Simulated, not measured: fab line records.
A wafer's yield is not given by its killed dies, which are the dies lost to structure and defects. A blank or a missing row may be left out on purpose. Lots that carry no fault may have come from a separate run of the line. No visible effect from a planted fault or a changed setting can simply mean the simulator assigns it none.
fab line records    flow sky130
[record] lots = 6  wafers = 18  last_day = 50
route steps=708 shown LDD_N@252 LDD_P@255 PAD_OPEN@708
lots that met no fault: taken from a fault-free run of the same line
start_h: hours from the record's opening day to when the first of the lot's shown wafers began    wait_h: hours from the lot's prior step to this one    " the same as in the row above    L1.1+2: one row covering several wafers at once    - no value, or no start was given    * or withheld: withheld    < > ~ a bound
route shown NAME@n: a module of which the file shows steps, and the number in the route of the first    usual: mean and standard deviation over wafers with no fault    same: alike in all rows    chamber/n: place in a boat    sites: each site's reading    _std_site: their standard deviation    _edge_site: the outer-site mean with the inner-site mean subtracted    radius_mm: how far each site lies from the wafer's centre    mask NAME#n: copy n    behind: the most recent tool/chamber to have shaped the wafer    hold: cause of the lot's hold/its duration in hours/its outcome    device: the n, p or np transistor that did not switch    end of line: at the end of the route, the tests of the same wafers    for a step that has no rows: nothing shown but its recipe    killed: at the first sort, the dies lost to defects and structure; wafer yield is something else    map: a wafer's dies, x killed, . not, _ none there
set.NAME: setting as actually run; set.NAME@STEP: the setting as run at that earlier step    model.NAME: the simulator's own value behind a step, which no gauge read
lots at some steps of the route; a table a step, a row a wafer
services: from which hour (start_h, from the record's first day; less than 0 if before it) a tool's chamber was out of use, for how many hours, and why
[[steps]]
[step SKY_LDD_N_IMPLANT_15]
[recipe] species = BF2  energy_kev = 50  dose_cm2 = 5e+12  tilt_deg = 30  rotation_deg = 270
[step SKY_LDD_N_STRIP_16]
[recipe] chemistry = O2/N2  power_w = 1400  pressure_mtorr = 1500  platen_temp_c = withheld  o2_flow_sccm = 3000  n2_flow_sccm = 300  overash_fraction = 0.5
[usual] drypump_motor_current_A = 5.9/0.37  oes_product_au = 0.407/0.0048  strip_time_to_endpoint_s = 4.319/0.014
lot.wafer  tool             chamber  start_h  wait_h  drypump_motor_current_A  oes_product_au  rf_hours_counter_h  strip_time_to_endpoint_s
L599.1     plasma_asher-01  0        399.80   0.1     6.1                      0.404           72                  4.329
L599.2     "                1        "        "       5.3                      0.405           72                  4.331
L599.6     "                1        "        "       5.3                      0.414           -                   4.332
L607.3     plasma_asher-01  0        493.43   0.1     6.1                      0.407           -                   4.295
L607.4     "                1        "        "       5.3                      0.408           -                   4.303
L607.6     "                1        "        "       5.3                      0.412           -                   4.302
L613.2     plasma_asher-01  1        534.49   0.1     5.3                      0.399           11                  4.335
L613.3     "                1        "        "       5.3                      0.409           -                   4.327
L613.4     "                0        "        "       6.1                      0.407           -                   4.325
L614.1     plasma_asher-03  0        537.19   0.1     5.9                      0.403           72                  4.333
L614.2     "                1        "        "       5.7                      0.404           72                  4.306
L614.5     "                1        "        "       5.6                      0.403           -                   4.326
L617.1     plasma_asher-03  1        559.90   0.1     5.6                      0.407           74                  4.316
L617.5     "                1        "        "       5.6                      0.406           -                   4.293
L617.6     "                0        "        "       5.9                      0.404           -                   4.319
L622.2     plasma_asher-02  0        605.70   0.1     6.5                      0.410           49                  4.340
L622.5     "                1        "        "       5.8                      0.402           -                   4.351
L622.6     "                0        "        "       6.5                      0.415           -                   4.337
[step SKY_LDD_N_TW_MEAS_17]
[usual] LDD_N_TW = 2595/18
lot.wafer  tool           chamber  start_h  wait_h  LDD_N_TW
L599.1     film_metro-04  -        399.90   0.1     2605
L599.2     "              -        "        "       2626
L599.6     "              -        "        "       2615
L607.3     film_metro-04  -        493.52   0.1     2623
L607.4     "              -        "        "       2621
L607.6     "              -        "        "       2613
L613.2     film_metro-03  -        534.60   0.1     2587
L613.3     "              -        "        "       2583
L613.4     "              -        "        "       2576
L614.1     film_metro-03  -        537.29   0.1     2573
L614.2     "              -        "        "       2582
L614.5     "              -        "        "       2583
L617.1     film_metro-02  -        560.00   0.1     2590
L617.5     "              -        "        "       2570
L617.6     "              -        "        "       2595
L622.2     film_metro-02  -        605.81   0.1     2603
L622.5     "              -        "        "       2597
L622.6     "              -        "        "       2602
[step SKY_LDD_P_DEHYDRATE_00]
[recipe] temp_c = 200  time_s = 60
[step SKY_LDD_P_HMDS_01]
[recipe] prime_time_s = 60  prime_temp_c = 120
[step SKY_LDD_P_COAT_02]
[recipe] resist = NOVOLAK  spin_rpm = 3000  resist_thk_nm = 1140
[step SKY_LDD_P_SOFTBAKE_03]
[recipe] temp_c = 90  time_s = 60  resist = NOVOLAK
[step SKY_LDD_P_EXPOSE_04]
[recipe] mask_id = PSDM  na = 0.6  source_shape = conventional  sigma_outer = 0.6  polarization = unpolarized  target_cd_nm = 380  dose_mj = 138
[step SKY_LDD_P_PEB_05]
[recipe] temp_c = withheld  time_s = *  resist = NOVOLAK
[step SKY_LDD_P_DEVELOP_06]
[recipe] resist = NOVOLAK  developer = TMAH  develop_time_s = 60  dev_temp_c = 23
[step SKY_LDD_P_CD_MEAS_07]
[recipe] target_cd_nm = 380
[usual] cd_nm = 379.9/2.1
lot.wafer  tool       chamber  start_h  wait_h  cd_nm
L599.1     cd_sem-02  -        429.32   0.1     376.2
L599.2     "          -        "        "       377.0
L599.6     "          -        "        "       377.4
L607.3     cd_sem-02  -        523.41   0.1     380.2
L607.4     "          -        "        "       378.6
L607.6     "          -        "        "       381.4
L613.2     cd_sem-02  -        565.09   0.1     379.5
L613.3     "          -        "        "       378.4
L613.4     "          -        "        "       377.9
L614.1     cd_sem-02  -        567.05   0.1     380.1
L614.2     "          -        "        "       380.8
L614.5     "          -        "        "       379.2
L617.1     cd_sem-02  -        589.22   0.1     382.9
L617.5     "          -        "        "       378.8
L617.6     "          -        "        "       380.1
L622.2     cd_sem-02  -        634.73   0.1     379.7
L622.5     "          -        "        "       382.3
L622.6     "          -        "        "       380.5
[step SKY_LDD_P_OVL_MEAS_08]
[usual] LDD_P_OVL = 0.0/1.5
lot.wafer  tool        chamber  start_h  wait_h  LDD_P_OVL[nm]
L599.1     overlay-01  -        429.44   0.1     1.4
L599.2     "           -        "        "       -0.1
L599.6     "           -        "        "       1.6
L607.3     overlay-02  -        523.50   0.1     0.9
L607.4     "           -        "        "       1.1
L607.6     "           -        "        "       0.6
L613.2     overlay-02  -        565.19   0.1     1.0
L613.3     "           -        "        "       -0.1
L613.4     "           -        "        "       0.9
L614.1     overlay-02  -        567.17   0.1     2.5
L614.2     "           -        "        "       1.2
L614.5     "           -        "        "       0.7
L617.1     overlay-02  -        589.34   0.1     -1.3
L617.5     "           -        "        "       0.3
L617.6     "           -        "        "       -0.6
L622.2     overlay-01  -        634.84   0.1     -1.4
L622.5     "           -        "        "       -0.9
L622.6     "           -        "        "       0.7
[step SKY_LDD_P_IMPLANT_09]
[recipe] species = BF2  energy_kev = 25  dose_cm2 = 1e+13  tilt_deg = withheld
[usual] dose_ions_cm2 = 1.0001e+13/1.1e+10  end_station_pressure_torr = 5.01e-06/2.4e-07  faraday_current_uA = 56.3/1.2
lot.wafer  tool          chamber  start_h  wait_h  dose_ions_cm2  end_station_pressure_torr  faraday_current_uA
L599.1     implanter-02  0        429.47   0.0     1.0018e+13     4.83e-06                   55.8
L599.2     "             0        "        "       9.996e+12      4.81e-06                   54.7
L599.6     "             0        "        "       1.0007e+13     4.88e-06                   55.1
L607.3     implanter-03  0        523.57   0.1     9.995e+12      5.04e-06                   56.2
L607.4     "             0        "        "       1.0003e+13     4.65e-06                   56.7
L607.6     "             0        "        "       1.0014e+13     4.88e-06                   57.5
L613.2     implanter-03  0        565.25   0.0     9.105e+12      5.15e-06                   52.1
L613.3     "             0        "        "       9.111e+12      4.78e-06                   50.8
L613.4     "             0        "        "       9.114e+12      5.06e-06                   51.8
L614.1     implanter-03  0        567.21   0.0     9.122e+12      5.16e-06                   50.4
L614.2     "             0        "        "       9.121e+12      4.98e-06                   51.9
L614.5     "             0        "        "       9.126e+12      5.09e-06                   51.8
L617.1     implanter-02  0        589.37   0.0     9.997e+12      4.74e-06                   58.2
L617.5     "             0        "        "       1.0005e+13     5.43e-06                   56.9
L617.6     "             0        "        "       9.99e+12       5.49e-06                   56.4
L622.2     implanter-01  0        634.89   0.0     1e+13          5.18e-06                   55.7
L622.5     "             0        "        "       9.985e+12      4.86e-06                   56.6
L622.6     "             0        "        "       1.0011e+13     4.59e-06                   53.9
[step SKY_LDD_P_STRIP_10]
[recipe] chemistry = O2/N2  power_w = 1400  pressure_mtorr = 1500  platen_temp_c = withheld  o2_flow_sccm = 3000  n2_flow_sccm = 300  overash_fraction = 0.5
[usual] drypump_motor_current_A = 5.8/0.44  oes_product_au = 0.716/0.005  strip_time_to_endpoint_s = 14.20/0.04
lot.wafer  tool             chamber  start_h  wait_h  drypump_motor_current_A  oes_product_au  rf_hours_counter_h  strip_time_to_endpoint_s
L599.1     plasma_asher-04  0        429.62   0.1     5.9                      0.714           71                  14.16
L599.2     "                1        "        "       5.2                      0.711           71                  14.18
L599.6     "                0        "        "       5.9                      0.709           -                   14.20
L607.3     plasma_asher-01  1        523.71   0.1     5.3                      0.721           -                   14.27
L607.4     "                0        "        "       6.1                      0.715           -                   14.22
L607.6     "                0        "        "       6.1                      0.706           -                   14.23
L613.2     plasma_asher-02  0        565.37   0.1     6.5                      0.717           45                  14.19
L613.3     "                1        "        "       5.8                      0.719           -                   14.14
L613.4     "                0        "        "       6.5                      0.712           -                   14.19
L614.1     plasma_asher-01  1        567.36   0.1     5.3                      0.718           14                  14.24
L614.2     "                0        "        "       6.1                      0.716           14                  14.21
L614.5     "                1        "        "       5.3                      0.716           -                   14.25
L617.1     plasma_asher-02  1        589.52   0.1     5.8                      0.715           48                  14.19
L617.5     "                1        "        "       5.8                      0.712           -                   14.19
L617.6     "                0        "        "       6.6                      0.709           -                   14.14
L622.2     plasma_asher-02  1        635.02   0.1     5.8                      0.713           53                  14.27
L622.5     "                0        "        "       6.5                      0.711           -                   14.24
L622.6     "                1        "        "       5.8                      0.722           -                   14.25
[step SKY_PAD_OPEN_PROBE_99]
[usual] killed_at_M0_to_M3 = 43/6.8  killed_at_M4_up = 3.0/1.8  killed_at_contacts = 23/5.4  killed_at_front_end = 15/4.4  killed_at_other = 0.3/0.51  killed_dies = 85/9.2  killed_open = 47/6.8  killed_short = 39/6.8
[same] gross_dies = 492  killed_at_back_side = 0
lot.wafer  tool       chamber  start_h  wait_h  killed_at_M0_to_M3  killed_at_M4_up  killed_at_contacts  killed_at_front_end  killed_at_other  killed_dies  killed_open  killed_short  model.etest.tip_p.rs_ohm_sq
L599.1     prober-02  -        1075.02  0.1     45                  2                32                  14                   1                94           55           39            6885
L599.2     prober-02  -        1075.07  0.1     55                  1                26                  20                   0                102          53           49            6898
L599.6     prober-02  -        1075.27  0.2     41                  1                28                  11                   1                82           40           42            6844
L607.3     prober-02  -        1134.39  0.2     35                  2                17                  18                   2                74           42           32            6901
L607.4     prober-02  -        1134.44  0.2     39                  1                19                  14                   1                74           35           39            6871
L607.6     prober-02  -        1134.54  0.2     45                  3                20                  11                   1                80           45           35            6937
L613.2     prober-02  -        1162.83  0.1     44                  5                22                  16                   1                88           53           35            7471
L613.3     prober-02  -        1162.88  0.2     36                  1                22                  19                   0                78           43           35            7454
L613.4     prober-02  -        1162.93  0.2     37                  2                23                  26                   0                88           50           38            7513
L614.1     prober-01  -        1163.38  0.1     49                  3                25                  17                   0                94           52           42            7522
L614.2     prober-01  -        1163.43  0.1     58                  3                31                  12                   0                104          61           43            7565
L614.5     prober-01  -        1163.58  0.2     56                  5                24                  14                   0                99           55           44            7574
L617.1     prober-02  -        1176.43  0.1     45                  3                14                  18                   1                81           48           33            6924
L617.5     prober-02  -        1176.63  0.2     44                  6                22                  19                   0                91           51           40            6933
L617.6     prober-02  -        1176.68  0.2     41                  3                30                  13                   0                87           47           40            6975
L622.2     prober-01  -        1199.59  0.1     41                  2                26                  10                   0                79           38           41            6797
L622.5     prober-01  -        1199.74  0.2     50                  1                25                  12                   0                88           41           47            6838
L622.6     prober-01  -        1199.79  0.2     58                  2                30                  13                   0                103          49           54            6827
// killed by level:class
L599.1 VIA1:geometric_particle:open=12 CONTACT:geometric_particle:open=10 LI_CONTACT:geometric_particle:open=10 VIA2:geometric_particle:open=6 CONTACT:geometric_particle:short=5 METAL2:geometric_particle:short=5 VIA3:geometric_particle:open=5 FIELD_ISO:geometric_particle:open=4
L599.2 VIA1:geometric_particle:open=17 METAL2:geometric_particle:short=9 LI_CONTACT:geometric_particle:open=7 CONTACT:geometric_particle:open=7 METAL1:geometric_particle:short=6 VIA2:geometric_particle:open=6 FIELD_ISO:geometric_particle:short=5 FIELD_ISO:geometric_particle:open=5
L599.6 METAL2:geometric_particle:short=12 VIA1:geometric_particle:open=10 CONTACT:geometric_particle:open=9 LI_CONTACT:geometric_particle:open=8 LI_CONTACT:geometric_particle:short=5 VIA1:geometric_particle:short=5 POLY_GATE:geometric_particle:open=4 LOCAL_INTERCONNECT:geometric_particle:short=4
L607.3 POLY_GATE:geometric_particle:open=8 VIA3:geometric_particle:open=6 CONTACT:geometric_particle:open=6 METAL2:geometric_particle:short=6 VIA1:geometric_particle:short=5 METAL1:geometric_particle:short=5 VIA1:geometric_particle:open=5 LI_CONTACT:geometric_particle:open=4
L607.4 VIA2:geometric_particle:open=8 METAL1:geometric_particle:short=8 CONTACT:geometric_particle:open=6 VIA3:geometric_particle:open=6 VIA1:geometric_particle:open=6 LOCAL_INTERCONNECT:geometric_particle:short=5 CONTACT:geometric_particle:short=5 FIELD_ISO:geometric_particle:short=4
L607.6 CONTACT:geometric_particle:open=13 VIA1:geometric_particle:open=9 METAL1:geometric_particle:short=7 VIA2:geometric_particle:open=6 METAL3:geometric_particle:short=5 POLY_GATE:geometric_particle:short=4 LI_CONTACT:geometric_particle:open=4 VIA1:geometric_particle:short=4
L613.2 VIA1:geometric_particle:open=18 CONTACT:geometric_particle:open=11 VIA2:geometric_particle:open=8 FIELD_ISO:geometric_particle:short=6 FIELD_ISO:geometric_particle:open=5 LI_CONTACT:geometric_particle:open=5 VIA1:geometric_particle:short=5 POLY_GATE:geometric_particle:short=4
L613.3 VIA1:geometric_particle:open=9 LI_CONTACT:geometric_particle:open=8 CONTACT:geometric_particle:open=7 FIELD_ISO:geometric_particle:open=6 VIA1:geometric_particle:short=5 LOCAL_INTERCONNECT:geometric_particle:short=5 FIELD_ISO:geometric_particle:short=4 METAL1:geometric_particle:short=4
L613.4 VIA1:geometric_particle:open=11 CONTACT:geometric_particle:open=9 FIELD_ISO:geometric_particle:short=6 CONTACT:geometric_particle:short=6 VIA1:geometric_particle:short=6 POLY_GATE:geometric_particle:open=5 VIA3:geometric_particle:open=5 FIELD_ISO:geometric_particle:open=4
L614.1 VIA1:geometric_particle:open=11 VIA2:geometric_particle:open=10 LI_CONTACT:geometric_particle:open=8 CONTACT:geometric_particle:open=8 VIA3:geometric_particle:open=8 FIELD_ISO:geometric_particle:short=7 METAL1:geometric_particle:short=6 VIA1:geometric_particle:short=6
L614.2 VIA1:geometric_particle:open=15 CONTACT:geometric_particle:open=11 LI_CONTACT:geometric_particle:open=10 METAL2:geometric_particle:short=9 VIA1:geometric_particle:short=8 VIA2:geometric_particle:open=8 VIA3:geometric_particle:open=7 CONTACT:geometric_particle:short=5
L614.5 VIA1:geometric_particle:open=15 VIA3:geometric_particle:open=10 LI_CONTACT:geometric_particle:open=9 METAL1:geometric_particle:short=8 VIA1:geometric_particle:short=8 CONTACT:geometric_particle:short=6 CONTACT:geometric_particle:open=6 VIA2:geometric_particle:open=5
L617.1 VIA1:geometric_particle:open=11 VIA3:geometric_particle:open=9 METAL1:geometric_particle:short=7 VIA2:geometric_particle:open=6 CONTACT:geometric_particle:open=6 LI_CONTACT:geometric_particle:open=5 METAL2:geometric_particle:short=5 FIELD_ISO:geometric_particle:short=4
L617.5 VIA3:geometric_particle:open=11 VIA1:geometric_particle:open=10 POLY_GATE:geometric_particle:open=7 CONTACT:geometric_particle:open=7 VIA2:geometric_particle:open=6 POLY_GATE:geometric_particle:short=5 LI_CONTACT:geometric_particle:open=5 LOCAL_INTERCONNECT:geometric_particle:short=4
L617.6 CONTACT:geometric_particle:open=10 VIA1:geometric_particle:open=8 METAL1:geometric_particle:short=8 VIA2:geometric_particle:open=7 LI_CONTACT:geometric_particle:open=6 CONTACT:geometric_particle:short=5 VIA1:geometric_particle:short=5 LOCAL_INTERCONNECT:geometric_particle:open=4
L622.2 METAL2:geometric_particle:short=10 CONTACT:geometric_particle:open=8 VIA1:geometric_particle:open=6 VIA3:geometric_particle:open=6 LOCAL_INTERCONNECT:geometric_particle:short=5 LI_CONTACT:geometric_particle:open=5 VIA2:geometric_particle:short=4 FIELD_ISO:geometric_particle:short=3
L622.5 LI_CONTACT:geometric_particle:open=8 METAL1:geometric_particle:short=8 CONTACT:geometric_particle:open=6 METAL3:geometric_particle:short=6 VIA2:geometric_particle:open=6 VIA3:geometric_particle:open=6 VIA1:geometric_particle:open=5 FIELD_ISO:geometric_particle:short=4
L622.6 VIA2:geometric_particle:open=12 METAL2:geometric_particle:short=11 LI_CONTACT:geometric_particle:open=9 CONTACT:geometric_particle:open=8 POLY_GATE:geometric_particle:short=7 METAL1:geometric_particle:short=7 VIA1:geometric_particle:open=7 CONTACT:geometric_particle:short=6
[[services]]
tool             chamber  start_h  hours  kind
plasma_asher-04  -        389.71   2.9    repair
plasma_asher-01  -        421.25   9.0    pm
plasma_asher-01  0        421.25   9.0    vent_cycle
plasma_asher-01  1        421.25   9.0    vent_cycle
plasma_asher-01  0        430.25   -      clean
plasma_asher-01  1        430.25   -      clean
implanter-03     -        476.92   3.6    pm
implanter-03     -        493.76   2.8    repair
implanter-03     -        516.16   3.9    pm
plasma_asher-02  -        525.00   2.8    repair
plasma_asher-04  -        555.25   11.5   repair
plasma_asher-04  -        571.59   4.0    repair
implanter-01     -        574.19   2.0    repair
implanter-03     -        587.68   5.0    repair
implanter-02     -        602.36   43.9   repair
plasma_asher-01  -        626.74   44.3   repair
plasma_asher-04  -        633.23   1.3    repair
[[key]]
[first_sign] step = SKY_LDD_P_IMPLANT_09  reading = dose_ions_cm2  direction = down  sigmas = 82  usual = *  struck = *
[effect] step = SKY_LDD_P_IMPLANT_09  reading = faraday_current_uA  direction = down  sigmas = 4.2  usual = 56.3  struck = 51.5
[model_effect] step = SKY_PAD_OPEN_PROBE_99  value = etest.tip_p.rs_ohm_sq  without = 6944  struck = 7517
met_at SKY_LDD_P_IMPLANT_09
struck_wafers L613.2,L613.3,L613.4,L614.1,L614.2,L614.5
tester_left_out L613,L614
onset_between 523.57 565.25
[fault] kind = process_parameter_drift  tool = implanter-03  chamber = -  onset_h = 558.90  steps = SKY_LDD_P_IMPLANT_09  channel = dose_cm2  offset = *  shape = step  end_h = 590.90  acts_in = *  stated = *
// tester_left_out: of these lots the tester's yield and bins aren't shown, on N5 and GAA mostly nor the transistor test; their killed dies are dies lost to structure and defects alone, not to doping, threshold or leakage, so they don't give the yield
